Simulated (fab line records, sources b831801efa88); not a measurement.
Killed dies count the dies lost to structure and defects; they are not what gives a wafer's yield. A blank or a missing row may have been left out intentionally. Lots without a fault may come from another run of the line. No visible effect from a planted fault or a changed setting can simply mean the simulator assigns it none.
Split-lot study + flow sky130 + 23 wafers read from 5 lots, route of 708 steps

## THE SPLIT ITSELF
At SKY_VIA2_ETCH_15 (etches SiO2 in C4F8/O2/Ar, stops on TiN, target depth 546 nm, time 84 s), the setting time-s was moved away from the recipe's 84 s on 9 of the 23 wafers read, by -13.0% to +13.5%. All remaining wafers had this setting at the recipe value.

The reading is taken at the split's own step.

## THE READING
KrF-thick_of_VIA2_COAT_07.thk-nm (the simulator's own value, which no gauge read), in nm, at SKY_VIA2_ETCH_15 (etches SiO2 in C4F8/O2/Ar, stops on TiN, target depth 546 nm, time 84 s). The file gives no usual value for it. Here, 14 wafers ran the recipe; their average is 284.2 nm with a standard deviation of 2.5 nm.

| wafer  | tool, chamber at the split | time-s as run, s | against the recipe | KrF-thick_of_VIA2_COAT_07.thk-nm, nm | against lot-mates on the recipe |
|--------|----------------------------|------------------|--------------------|--------------------------------------|---------------------------------|
| L074.1 | rie-diel-02, 1             | 73.09            | -13.0%             | 298.3                                | +14.0                           |
| L074.2 | rie-diel-02, 2             | 73.09            | -13.0%             | 295.7                                | +11.4                           |
| L074.3 | rie-diel-02, 0             | 84               | recipe             | 287.6                                | -                               |
| L074.5 | rie-diel-02, 2             | 84               | recipe             | 281                                  | -                               |
| L074.6 | rie-diel-02, 1             | 73.09            | -13.0%             | 297.1                                | +12.8                           |
| L076.1 | rie-diel-03, 1             | 84               | recipe             | 287.2                                | -                               |
| L076.2 | rie-diel-03, 3             | 84               | recipe             | 286.4                                | -                               |
| L076.5 | rie-diel-03, 3             | 84               | recipe             | 286.2                                | -                               |
| L080.2 | rie-diel-03, 3             | 95.36            | +13.5%             | 267.6                                | -17.0                           |
| L080.3 | rie-diel-03, 2             | 84               | recipe             | 282.3                                | -                               |
| L080.4 | rie-diel-03, 1             | 95.36            | +13.5%             | 271.4                                | -13.2                           |
| L080.5 | rie-diel-03, 0             | 84               | recipe             | 287.9                                | -                               |
| L080.6 | rie-diel-03, 1             | 84               | recipe             | 283.7                                | -                               |
| L079.1 | rie-diel-03, 3             | 84               | recipe             | 283.6                                | -                               |
| L079.2 | rie-diel-03, 2             | 84               | recipe             | 280.9                                | -                               |
| L079.3 | rie-diel-03, 1             | 84               | recipe             | 284.2                                | -                               |
| L079.4 | rie-diel-03, 0             | 90.58            | +7.8%              | 277.8                                | -5.1                            |
| L079.5 | rie-diel-03, 2             | 90.58            | +7.8%              | 271.6                                | -11.3                           |
| L083.1 | rie-diel-02, 1             | 80.46            | -4.2%              | 285.6                                | +2.9                            |
| L083.2 | rie-diel-02, 2             | 84               | recipe             | 280.9                                | -                               |
| L083.3 | rie-diel-02, 3             | 80.46            | -4.2%              | 289.2                                | +6.5                            |
| L083.5 | rie-diel-02, 2             | 84               | recipe             | 281.8                                | -                               |
| L083.6 | rie-diel-02, 3             | 84               | recipe             | 285.3                                | -                               |

FIT RESULTS
A straight line over all 23 wafers: KrF-thick_of_VIA2_COAT_07.thk-nm changes by -1.04 nm for each +1% of time-s; r = -0.95; the points scatter about the line by 2.5 nm.
The same after taking each lot's own level away (the mean of its wafers on the recipe; 23 wafers): -1.04 nm for each +1%; r = -0.96; scatter 2.1 nm.
That fit puts the effect of the largest move of time-s on the reading at 14 nm.
The lots' own levels span 282.67 to 286.60 nm, that is 1.6 times the standard deviation above.
Consequently the slope shifts little with the lot-to-lot level, the two slopes agreeing.
Check: for one of the wafers moved furthest among these (+13.5%), held out of the fit, the line's prediction against its lot-mates is -13.5 nm. It came out at -17 nm against them.

## THESE WAFERS: OTHER SPLITS
Note: prior to the reading, these wafers also went through further splits. Each is held against what the fit with the lots' levels taken away leaves over:
| other split on the same wafers          | wafers away from the commonest value | r with KrF-thick_of_VIA2_COAT_07.thk-nm (lot level and that fit taken away) |
|-----------------------------------------|--------------------------------------|-----------------------------------------------------------------------------|
| SKY_VIA1_SPUTTER_20 chamber-pressure-pa | 18                                   | -0.05                                                                       |
| SKY_METAL2_SPUTTER_02 time-s            | 8                                    | -0.03                                                                       |
| SKY_METAL2_COAT_10 resist-thk-nm        | 9                                    | -0.12                                                                       |

## THE WHOLE CHAIN: every reading that the file lists as answering this split, in the file's order
| step              | what it does                                                            | reading                                                                           | change (the file's fit)              | r (the file's) |
|-------------------|-------------------------------------------------------------------------|-----------------------------------------------------------------------------------|--------------------------------------|----------------|
| SKY_VIA2_ETCH_15  | etches SiO2 in C4F8/O2/Ar, stops on TiN, target depth 546 nm, time 84 s | KrF-thick_of_VIA2_COAT_07.thk-nm (the simulator's own value, which no gauge read) | -1.05 nm for each +1% of the setting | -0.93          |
| SKY_VIA2_STRIP_16 | strips in O2/N2                                                         | strip-time-to-endpoint-s                                                          | withheld for each +1% of the setting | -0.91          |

## THE FILE'S OWN FIT
KrF-thick_of_VIA2_COAT_07.thk-nm changes by -1.05 nm for each +1% of time-s, r = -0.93.
